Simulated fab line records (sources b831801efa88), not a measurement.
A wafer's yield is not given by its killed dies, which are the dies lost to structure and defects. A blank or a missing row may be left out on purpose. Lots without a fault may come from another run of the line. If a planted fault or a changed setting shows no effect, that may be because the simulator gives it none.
Which tool did it? -- flow sky130 -- Sampling: 11 lots, 33 wafers, 2 of 708 route steps

WHAT THE GAUGES READ, wafer by wafer
SKY_GATE_OXIDE_THK_MEAS_02.
lot,measured,on,GATE_OXIDE_OXIDATION_00_THK (nm)
L594,day 12 15:43,film-metro-04,10.65 10.42 10.52
L597,day 13 21:34,film-metro-03,10.20 10.21 10.32
L600,day 14 12:46,film-metro-04,10.12 10.24 10.25
L603,day 15 16:38,film-metro-04,12.84 12.93 12.68 12.81 12.86 12.68
L602,day 15 16:38,film-metro-02,12.79 12.76 12.75 12.72 12.70 12.76
L611,day 18 17:40,film-metro-04,10.53 10.28 10.44
L612,day 18 17:40,film-metro-02,10.42 10.30 10.46
L613,day 19 02:33,film-metro-02,10.35 10.28 10.56
L614,day 19 17:19,film-metro-03,10.13 10.30 10.35
L615,day 19 23:02,film-metro-03,10.90 10.67 10.59
L617,day 20 10:37,film-metro-02,10.11 10.10 10.09

WHICH TOOL RAN EACH LOT (tool, then ch and the chambers of the sampled wafers, then the start)
lot,SKY_GATE_OXIDE_OXIDATION_01
L594,"furnace-01 ch 0, day 12 14:18"
L597,"furnace-02 ch 0, day 13 20:07"
L600,"furnace-01 ch 0, day 14 11:21"
L603,"furnace-02 ch 0, day 15 15:14"
L602,"furnace-02 ch 0, day 15 15:14"
L611,"furnace-01 ch 0, day 18 16:15"
L612,"furnace-01 ch 0, day 18 16:15"
L613,"furnace-02 ch 0, day 19 01:08"
L614,"furnace-01 ch 0, day 19 15:53"
L615,"furnace-01 ch 0, day 19 21:36"
L617,"furnace-01 ch 0, day 20 09:11"
- SKY_GATE_OXIDE_OXIDATION_01: stabilise 600 s, purge 300 s, target thk 10.268 nm.

THE ANSWER, worked out from the rows above alone
Rule: usual is defined by the lots themselves. Put in order of their means at a reading, lots are off if they are a third of the lots or fewer, leave a main group of 4 or more, and stand apart from it by a gap of 3 or more times the standard deviation of the main group's means; of several such gaps the widest counts. The tables above print the reading to a certain number of digits; a main group whose means all agree to those digits is not used. A lot without any number at a reading at which 4 lots or more have one is off too. All remaining lots with rows at the step are treated as sound.
Off: at SKY_GATE_OXIDE_THK_MEAS_02 (GATE_OXIDE_OXIDATION_00_THK), L603, L602. For the main group the mean is 10.36 nm and the standard deviation 0.18.
A tool fits if, at a process step before that reading, it ran every lot that is off, and no sound lot after the first of them. Those tools and the gauges at SKY_GATE_OXIDE_THK_MEAS_02 are tried in the same way. None of those tried fits.

WHAT THE SIMULATOR HAD PUT IN
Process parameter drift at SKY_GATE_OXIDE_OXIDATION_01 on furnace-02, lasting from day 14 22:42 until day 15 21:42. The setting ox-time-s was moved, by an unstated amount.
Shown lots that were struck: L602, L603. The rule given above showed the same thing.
